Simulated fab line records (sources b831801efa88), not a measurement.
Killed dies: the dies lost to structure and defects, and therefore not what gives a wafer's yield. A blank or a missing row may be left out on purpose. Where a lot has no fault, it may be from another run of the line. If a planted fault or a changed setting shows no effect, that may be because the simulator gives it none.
2 desks looking at one fault ; flow sky130 ; what lay behind the numbers comes last; until then each desk has only its own

## DESK OF THE TOOL OWNER: implanter-04
The tool's own readings at SKY_VT_ADJUST_HVTR_IMPLANT_09, given as means over the sampled wafers that have a number, one for each lot that went through this tool. If a lot's mean is further than 4 standard deviations from the usual mean, the lot is out of limits and carries the mark OUT (the distance appears in the brackets).
Columns: A = dose ions cm2 at SKY_VT_ADJUST_HVTR_IMPLANT_09, usual 2.1005e+12; B = end station pressure torr at SKY_VT_ADJUST_HVTR_IMPLANT_09, usual 5.01e-06 Torr; C = faraday current uA at SKY_VT_ADJUST_HVTR_IMPLANT_09, usual 11.88
lot;first seen here;A;B;C
L986;day 9 06:16;2.1021e+12;5.04e-06;11.72
L991;day 11 01:52;2.0990e+12;4.92e-06;11.99
L992;day 11 09:05;2.1014e+12;5.34e-06;11.68
L998;day 13 01:14;2.0993e+12;5.08e-06;12.03
L105;day 15 06:59;1.6621e+12 (-99 or more) OUT;5.07e-06;9.41 (-11) OUT
L107;day 15 20:05;1.6574e+12 (-99 or more) OUT;5.03e-06;9.30 (-11) OUT
This desk finds L105, L107 out of limits, L105 being first, at day 15 06:59 (dose ions cm2 at SKY_VT_ADJUST_HVTR_IMPLANT_09). Within limits: L986, L991, L992, L998.

## AT THE METROLOGY DESK
Means of the sampled wafers that have a number, per lot and without regard to the tool the lot ran on: this is what the gauges read. If a lot's mean is further than 4 standard deviations from the usual mean, the lot is out of limits and carries the mark OUT (the distance appears in the brackets).
Columns: A = VT_ADJUST_HVTR_TW at SKY_VT_ADJUST_HVTR_TW_MEAS_11, usual 210.2; B = LI_CONTACT_HDPCVD_THK at SKY_LI_CONTACT_THK_MEAS_01, usual 925 nm; C = LOCAL_INTERCONNECT_OVL at SKY_LOCAL_INTERCONNECT_OVL_MEAS_12, usual 2 nm
lot;first seen here;A;B;C
L986;day 9 06:30;211.6;925;-2
L987;day 9 21:46;211.9;931;6
L990;day 10 20:02;209.1;923;3
L991;day 11 02:06;209.9;915;-1
L992;day 11 09:19;209.2;922;3
L996;day 12 11:28;210.0;924;3
L997;day 12 19:23;208.3;932;9
L998;day 13 01:28;209.7;909;-2
L105;day 15 07:13;197.0 (-12) OUT;927;-3
L107;day 15 20:19;198.3 (-11) OUT;925;8
L108;day 16 03:29;210.1;921;-5
L109;day 17 02:50;208.9;943;2
This desk's result: L105, L107 out of limits, first on L105 (VT_ADJUST_HVTR_TW at SKY_VT_ADJUST_HVTR_TW_MEAS_11), day 15 07:13. Within limits: L986, L987, L990, L991, L992, L996, L997, L998, L108, L109.

## ALL TOGETHER
An alarm could have come from the tool owner's desk at day 15 06:59, on L105, L107.
An alarm was possible from the metrology desk at day 15 07:13, on L105, L107.
The lots listed all ran SKY_VT_ADJUST_HVTR_IMPLANT_09 on implanter-04.

## WHAT THE SIMULATOR PUT IN
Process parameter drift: implanter-04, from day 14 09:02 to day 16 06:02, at SKY_VT_ADJUST_HVTR_IMPLANT_09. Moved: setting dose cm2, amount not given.
Shown lots that were struck: L105, L107.
Hours from the fault's start to each desk's first reading out of limits: the tool owner's desk, 22; the metrology desk, 22.
